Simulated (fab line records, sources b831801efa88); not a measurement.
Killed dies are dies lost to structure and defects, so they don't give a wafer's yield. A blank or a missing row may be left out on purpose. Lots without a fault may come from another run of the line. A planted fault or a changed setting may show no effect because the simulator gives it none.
A struck lot beside a sound one | flow sky130 | 15 steps out of a route of 708
Sound: wafers L501.1, L501.3, L501.6. Struck: wafers L503.3, L503.4, L503.5. The cause comes at the end.
At each step with rows: each side's tool, then ch and its chambers, then its first start. Under that, the readings that differ: sound wafers | struck wafers | difference of the means | sigmas: that difference in standard deviations of wafers without a fault.
alike: readings whose means differ by less than 2 such deviations, and words and numbers that are the same on both sides. not compared: withheld readings, readings that some wafer has no value for, bounds like >300 that may hide the same value, and numbers for which the record gives no deviation and whose values overlap.
The two part at a step that has a row with sigmas, a row that says differs or no value, or rows on one side only. Numbers that don't overlap but have no deviation are shown without sigmas and don't part them. A reading that every wafer of one side lacks parts them only if that side has two wafers or more.

SKY_VIA3_ETCH_14: etches BARC in N2/H2, stops on SiO2, time 45.9 s, target depth 60 nm.
  sound on rie_diel-02 ch 0,3, day 42 15:36; struck on rie_diel-02 ch 1,2,3, day 43 06:03
  alike: drypump_motor_current_A, oes_product_au, throttle_valve_pct
  not compared: rf_hours_counter_h
SKY_VIA3_ETCH_15: etches SiO2 in C4F8/O2/Ar, stops on TiN, target depth 507 nm, time 78 s.
  sound on rie_diel-02 ch 0,3, day 42 15:39; struck on rie_diel-02 ch 1,2,3, day 43 06:06
  alike: oes_product_au
  not compared: rf_hours_counter_h
then, 4 steps without rows for these wafers: SKY_VIA3_STRIP_16 (strips in O2/N2); SKY_VIA3_STRIP_17 (strips in post etch residue remover, time 1200 s); SKY_VIA3_CLEAN_18 (cleans in IPA, time 180 s); SKY_VIA3_CLEAN_19 (cleans in O3/DIW).
SKY_VIA3_SPUTTER_20: material TiN, target thk 20 nm, time 80 s.
  sound on pvd_sputter-04, day 42 16:20; struck on pvd_sputter-04, day 43 06:46
  alike: cathode_dc_power_W, chamber_pressure_pa, throttle_valve_pct
then, 1 step without rows for these wafers: SKY_VIA3_CVD_21 (deposits W, target thk 390 nm, time 117.31 s).
SKY_VIA3_RS_MEAS_22: measures by four-point-probe.
  sound on film_metro-04, day 42 16:31; struck on film_metro-04, day 43 06:59
  alike: VIA3_W_RS
SKY_VIA3_THK_MEAS_23: measures by xrf.
  sound on film_metro-04, day 42 16:38; struck on film_metro-04, day 43 07:05
  alike: VIA3_W_THK
SKY_VIA3_CMP_24: polishes, stops on SiO2, t overpolish 20 s, target thk 0 nm.
  sound on cmp-01 ch 0,1, day 42 16:41; struck on cmp-01 ch 2,3, day 43 07:11
  alike: motor_current_A, overpolish_run_s, time_to_endpoint_s
SKY_METAL4_SPUTTER_00: material Ti, target thk 15 nm, time 10 s.
  sound on pvd_sputter-01, day 42 16:59; struck on pvd_sputter-01, day 43 07:26
  alike: cathode_dc_power_W, chamber_pressure_pa, throttle_valve_pct
SKY_METAL4_SPUTTER_01: material TiN, target thk 20 nm, time 16.7 s.
  sound on pvd_sputter-01, day 42 17:01; struck on pvd_sputter-01, day 43 07:27
  no value came back on the struck wafers for cathode_dc_power_W (W), chamber_pressure_pa (Pa), throttle_valve_pct (%); on the sound wafers cathode_dc_power_W (W) reads 6499.7 6499.1 6498.9
then, 1 step without rows for these wafers: SKY_METAL4_SPUTTER_02 (material AlCu, target thk 735 nm, time 39.1 s).
-- the record jumps here: 5 days lie between the struck wafers' starts before and after (it left off in module METAL4 and takes up again in module PAD_OPEN, whose first step shown is number 708 of the route) --
SKY_PAD_OPEN_PROBE_99:
  sound on prober-01, day 48 05:56; struck on prober-01, day 48 17:03
  reading                       | sound   | struck                 | difference | sigmas
  model.etest.via3_chain.rc_ohm | 9.983   | 9.374 8.918 9.172      | -0.828     |
  model.etest.met4.line_ohm_um  | 0.1449  | 0.1511 0.1501 0.1474   | +0.0046    |
  model.etest.met4.rs_ohm_sq    | 0.04347 | 0.04483 0.04469 0.0442 | +0.00110   |

WHERE THEY PART
Only at SKY_METAL4_SPUTTER_01, within this record.

WHY: what the simulator had put in
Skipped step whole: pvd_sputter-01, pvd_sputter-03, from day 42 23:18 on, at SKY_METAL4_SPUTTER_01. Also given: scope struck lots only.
